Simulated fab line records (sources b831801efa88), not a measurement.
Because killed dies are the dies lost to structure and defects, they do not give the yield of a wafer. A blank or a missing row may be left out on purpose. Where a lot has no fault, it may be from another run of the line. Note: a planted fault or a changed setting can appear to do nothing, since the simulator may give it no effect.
Lot-split experiment + flow gf180mcu + 23 wafers read across 5 lots, on a route 602 steps long

## THE SPLIT ITSELF
At GF_M3_EXPOSE_11 (exposes mask Metal3, target cd 280 nm), the setting dose mj was moved away from the recipe's 28 on 9 of the 23 wafers read, by -2.3% to +6.8%. The other wafers ran this setting at the recipe's value.

## FROM THE SPLIT TO THE READING: what the file shows between them, 2 steps
- GF_M3_PEB_12: peb time 90 s
- GF_M3_DEVELOP_13: develop time 60 s

## THE READING
cd nm (nm) at GF_M3_CD_MEAS_14, where the cd target is 280 nm. A value of 280.3 nm with a standard deviation of 1.1 nm is what fault-free wafers of this fab line usually give.

| wafer  | tool, chamber at the split | dose mj as run | against the recipe | cd nm, nm | against lot-mates on the recipe |
|--------|----------------------------|----------------|--------------------|-----------|---------------------------------|
| L074.1 | krf scanner-01, 0          | 27.35          | -2.3%              | 283.0     | +4.8                            |
| L074.2 | krf scanner-01, 0          | 27.35          | -2.3%              | 283.2     | +4.9                            |
| L074.3 | krf scanner-01, 0          | 28             | recipe             | 278.3     | -                               |
| L074.4 | krf scanner-01, 0          | 28             | recipe             | 278.2     | -                               |
| L074.5 | krf scanner-01, 0          | 27.35          | -2.3%              | 283.0     | +4.8                            |
| L077.1 | krf scanner-02, 0          | 29.88          | +6.7%              | 268.5     | -10.8                           |
| L077.2 | krf scanner-02, 0          | 28             | recipe             | 279.1     | -                               |
| L077.4 | krf scanner-02, 0          | 28             | recipe             | 279.8     | -                               |
| L077.5 | krf scanner-02, 0          | 29.88          | +6.7%              | 270.2     | -9.1                            |
| L077.6 | krf scanner-02, 0          | 28             | recipe             | 279.1     | -                               |
| L081.1 | krf scanner-01, 0          | 29.91          | +6.8%              | 270.3     | -10.3                           |
| L081.2 | krf scanner-01, 0          | 28             | recipe             | 281.1     | -                               |
| L081.3 | krf scanner-01, 0          | 28             | recipe             | 280.7     | -                               |
| L081.5 | krf scanner-01, 0          | 28             | recipe             | 279.9     | -                               |
| L081.6 | krf scanner-01, 0          | 29.91          | +6.8%              | 271.2     | -9.4                            |
| L082.2 | krf scanner-01, 0          | 28             | recipe             | 280.5     | -                               |
| L082.3 | krf scanner-01, 0          | 28             | recipe             | 280.1     | -                               |
| L082.5 | krf scanner-01, 0          | 28             | recipe             | 280.8     | -                               |
| L084.1 | krf scanner-02, 0          | 28             | recipe             | 280.5     | -                               |
| L084.2 | krf scanner-02, 0          | 28             | recipe             | 281.4     | -                               |
| L084.3 | krf scanner-02, 0          | 29.55          | +5.5%              | 273.3     | -7.9                            |
| L084.4 | krf scanner-02, 0          | 29.55          | +5.5%              | 274.2     | -7.0                            |
| L084.5 | krf scanner-02, 0          | 28             | recipe             | 281.6     | -                               |

THE FIT
A straight line over all 23 wafers: cd nm changes by -1.39 nm for each +1% of dose mj; r = -0.97; the points scatter about the line by 1.1 nm.
The same after taking each lot's own level away (the mean of its wafers on the recipe; 23 wafers): -1.51 nm for each +1%; r = -0.99; scatter 0.67 nm.
That fit puts the effect of the largest move of dose mj on the reading at 10 nm.
Measured against the standard deviation above, the lots' own levels, which go from 278.25 to 281.17 nm, span 2.7 times it.
So the lot-to-lot level changes the slope little: the two slopes agree.
Check: -9.92 nm against its lot-mates is what the line predicts for one of the wafers moved furthest among these (+6.8%) when that wafer is left out of the fit. Against them it came out at -10.3 nm.

## FURTHER SPLITS ON THESE WAFERS
Other splits were also applied to these wafers ahead of the reading. Each is held against what the fit with the lots' levels taken away leaves over:
| other split on the same wafers | wafers away from the commonest value | r with cd nm (lot level and that fit taken away) |
|--------------------------------|--------------------------------------|--------------------------------------------------|
| GF_V1_SOFTBAKE_10 time s       | 8                                    | +0.06                                            |
| GF_V1_SPUTTER_21 time s        | 10                                   | +0.26                                            |
| GF_M2_SPUTTER_03 power w       | 11                                   | +0.41                                            |
| GF_M2_COAT_09 resist thk nm    | 11                                   | +0.43                                            |
| GF_M3_SPUTTER_02 time s        | 8                                    | +0.07                                            |

## THE WHOLE CHAIN: every reading that the file lists as answering this split, in the file's order
| step                | what it does                                                                         | reading                                                   | change (the file's fit)              | r (the file's) |
|---------------------|--------------------------------------------------------------------------------------|-----------------------------------------------------------|--------------------------------------|----------------|
| GF_M3_CD_MEAS_14    | target cd 280 nm                                                                     | cd nm                                                     | -1.46 nm for each +1% of the setting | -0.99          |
| GF_M3_METAL_ETCH_16 | etches the open film in Cl2/BCl3, stops on SiO2, target depth 627.5 nm, time 104.6 s | M3.cd nm (the simulator's own value, which no gauge read) | -1.4 nm for each +1% of the setting  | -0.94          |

## THE FILE'S OWN FIT
cd nm changes by -1.46 nm for each +1% of dose mj, r = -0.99.
